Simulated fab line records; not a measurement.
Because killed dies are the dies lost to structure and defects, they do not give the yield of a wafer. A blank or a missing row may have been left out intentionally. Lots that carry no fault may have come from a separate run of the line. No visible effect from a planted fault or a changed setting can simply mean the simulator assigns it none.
Which tool did it? -- flow sky130 -- 6 lots, 18 wafers sampled, at 2 steps of a route of 708

## WHAT THE GAUGES SHOWED, per wafer
SKY_CAPM_THK_MEAS_04: measures by xrf.
lot,measured,on,CAPM_TIN_THK (nm)
L753,day 39 00:59,filmMetro-01,202.9 206.3 206.7
L755,day 39 17:01,filmMetro-01,206.3 206.0 206.4
L758,day 39 18:04,filmMetro-04,207.8 206.5 208.1
L765,day 42 07:31,filmMetro-04,204.1 207.6 208.6
L770,day 42 21:36,filmMetro-04,205.6 205.0 206.5
L771,day 43 06:49,filmMetro-01,205.0 206.3 204.7

## WHAT TOOL EACH LOT RAN ON (gives the tool, then ch and the chambers of the sampled wafers, and finally the start)
lot,SKY_METAL3_SPUTTER_00
L753,"pvdSputter-01, day 39 00:31"
L755,"pvdSputter-04, day 39 16:33"
L758,"pvdSputter-01, day 39 17:36"
L765,"pvdSputter-02, day 42 07:03"
L770,"pvdSputter-01, day 42 21:07"
L771,"pvdSputter-01, day 43 06:20"
- SKY_METAL3_SPUTTER_00: material Ti, target thk 15 nm, time 10 s.

## THE ANSWER, worked out from the rows above alone
Rule: usual is defined by the lots themselves. Put in order of their means at a reading, lots are off if they are a third of the lots or fewer, leave a main group of 4 or more, and stand apart from it by a gap of 3 or more times the standard deviation of the main group's means; of several such gaps the widest counts. Not used: any main group whose means are identical at the precision the tables above print for the reading. Also off: a lot with no number at a reading for which 4 or more lots have one. Where the step has rows for the other lots, those lots are counted as sound.
No lot is off at any reading shown: from this, nothing can be told.

## WHAT THE SIMULATOR HAD PUT IN
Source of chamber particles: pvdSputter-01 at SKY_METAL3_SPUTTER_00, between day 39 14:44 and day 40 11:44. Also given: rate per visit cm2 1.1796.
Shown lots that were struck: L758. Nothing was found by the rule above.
